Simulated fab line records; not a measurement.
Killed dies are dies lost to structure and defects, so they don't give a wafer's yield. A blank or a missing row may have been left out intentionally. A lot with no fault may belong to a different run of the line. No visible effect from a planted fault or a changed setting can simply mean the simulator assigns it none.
What tool caused it? | flow gf180mcu | 12 lots, 36 wafers sampled, at 1 step of a route of 602

## WHAT THE GAUGES READ, wafer by wafer
GF_HV_LDD_OVL_MEAS_32.
lot  | measured     | on         | HV_LDD_02_OVL (nm)
L075 | day 12 02:22 | overlay-01 | 1.2 1.6 1.0
L077 | day 12 13:59 | overlay-01 | 0.8 -0.9 0.1
L079 | day 13 01:57 | overlay-02 | 0.1 -1.4 0.0
L081 | day 13 20:41 | overlay-02 | -0.8 -1.9 -1.2
L083 | day 14 11:04 | overlay-02 | 0.2 1.8 0.7
L085 | day 15 04:49 | overlay-02 | 0.8 1.4 1.0
L087 | day 16 04:32 | overlay-02 | -0.3 -3.3 -1.5
L089 | day 16 12:03 | overlay-01 | 1.9 0.1 1.4
L091 | day 17 04:19 | overlay-01 | 0.7 0.5 1.1
L093 | day 17 17:48 | overlay-02 | 1.4 2.2 1.1
L095 | day 18 08:40 | overlay-02 | 0.4 0.6 0.5
L097 | day 19 00:26 | overlay-02 | 2.8 2.1 2.3

## WHAT TOOL EACH LOT RAN ON (gives the tool, then ch and the chambers of the sampled wafers, and finally the start)
The record holds no process step before these readings.

## THE ANSWER, worked out from the rows above alone
Rule: what is usual is taken from the lots themselves. The widest of any qualifying gaps counts: lots, ordered by their means at a reading, are off when they make up no more than a third of the lots, leave a main group of 4 or more, and stand apart from it by 3 or more times the standard deviation of that group's means. The tables above print the reading to a certain number of digits; a main group whose means all agree to those digits is not used. Also off: a lot with no number at a reading for which 4 or more lots have one. All remaining lots with rows at the step are treated as sound.
Nothing can be told from this: no lot is off at any reading shown.

## WHAT THE SIMULATOR HAD PUT IN
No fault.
